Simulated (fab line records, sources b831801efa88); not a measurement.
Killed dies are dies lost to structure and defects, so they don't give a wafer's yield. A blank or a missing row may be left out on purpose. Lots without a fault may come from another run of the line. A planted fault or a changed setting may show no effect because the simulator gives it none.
One fault seen from 2 desks | flow gf180mcu | each desk has only its own numbers; what lay behind them comes last

THE METROLOGY DESK
What the gauges read, lot by lot, whatever tool the lot ran on: means of the sampled wafers that have a number. A lot is out of limits, marked OUT, if its mean lies more than 4 standard deviations from the usual mean; the brackets give that distance.
Columns: A = CONTACT_W_RS at GF_CONTACT_RS_MEAS_25, usual 0.379 ohm/sq; B = CONTACT_W_THK at GF_CONTACT_THK_MEAS_26, usual 306 nm
lot  | first seen here | A     | B
L973 | day 19 17:50    | 0.380 | 303
L980 | day 21 18:50    | 0.382 | 303
L982 | day 22 15:34    | 0.383 | 299
L983 | day 22 23:22    | 0.371 | 313
L985 | day 23 14:13    | 0.380 | 306
L989 | day 24 16:40    | 0.383 | 300
L991 | day 25 08:37    | 0.379 | 303
This desk's finding: nothing out of limits on any of the 7 lots.

THE TOOL OWNER'S DESK: pvd_sputter-01
The tool's own readings at GF_M1_SPUTTER_03 (material Ti, target thk 10 nm, time 6.7 s): means of the sampled wafers that have a number, for each lot that ran on this tool. A lot is out of limits, marked OUT, if its mean lies more than 4 standard deviations from the usual mean; the brackets give that distance.
Columns: A = throttle_valve_pct at GF_M1_SPUTTER_03, usual 29.9 %
lot  | first seen here | A
L973 | day 19 18:28    | 29.9
L980 | day 21 19:28    | 30.4
L982 | day 22 16:13    | 30.3
L983 | day 22 23:58    | 29.6
L991 | day 25 09:16    | 29.8
This desk's finding: nothing out of limits on any of the 5 lots.

PUT TOGETHER
The metrology desk saw nothing out of limits.
The tool owner's desk saw nothing out of limits.

WHAT THE SIMULATOR HAD PUT IN
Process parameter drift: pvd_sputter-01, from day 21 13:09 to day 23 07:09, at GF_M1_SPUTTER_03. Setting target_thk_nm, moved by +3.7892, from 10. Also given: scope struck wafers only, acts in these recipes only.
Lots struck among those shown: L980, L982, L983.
